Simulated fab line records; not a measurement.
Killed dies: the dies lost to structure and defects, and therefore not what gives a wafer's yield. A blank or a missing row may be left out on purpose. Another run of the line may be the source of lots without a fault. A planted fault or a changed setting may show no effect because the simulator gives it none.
One fault seen from 2 desks -- flow gf180mcu -- what lay behind the numbers comes last; until then each desk has only its own

THE TOOL OWNER'S DESK: pvd-sputter-01
The tool's own readings at GF_M1_SPUTTER_02 (material AlCu, target thk 450 nm, time 23.9 s): means of the sampled wafers that have a number, for each lot that ran on this tool. A lot is out of limits, marked OUT, if its mean lies more than 4 standard deviations from the usual mean; the brackets give that distance.
Columns: A = throttle-valve-pct at GF_M1_SPUTTER_02, usual 29.8 %
lot,first seen here,A
L132,day 20 06:23,30.6
L133,day 20 19:41,30.6
L135,day 21 08:05,29.6
This desk's verdict: no lot among the 3 shows anything out of limits.

METROLOGY DESK
Lot by lot, what the gauges showed, no matter which tool ran the lot: averages of those sampled wafers that carry a number. A lot is out of limits, marked OUT, if its mean lies more than 4 standard deviations from the usual mean; the brackets give that distance.
Columns: A = CONTACT_W_RS at GF_CONTACT_RS_MEAS_25, usual 0.379 ohm/sq; B = CONTACT_W_THK at GF_CONTACT_THK_MEAS_26, usual 307 nm
lot,first seen here,A,B
L131,day 19 20:44,0.373,310
L132,day 20 05:50,0.375,305
L133,day 20 19:08,0.369,316
L134,day 20 23:08,0.375,306
L135,day 21 07:29,0.385,301
L143,day 23 22:06,0.388,300
This desk's verdict: no lot among the 6 shows anything out of limits.

ALL TOGETHER
The tool owner's desk saw nothing out of limits.
The metrology desk saw nothing out of limits.

WHAT THE SIMULATOR PUT IN
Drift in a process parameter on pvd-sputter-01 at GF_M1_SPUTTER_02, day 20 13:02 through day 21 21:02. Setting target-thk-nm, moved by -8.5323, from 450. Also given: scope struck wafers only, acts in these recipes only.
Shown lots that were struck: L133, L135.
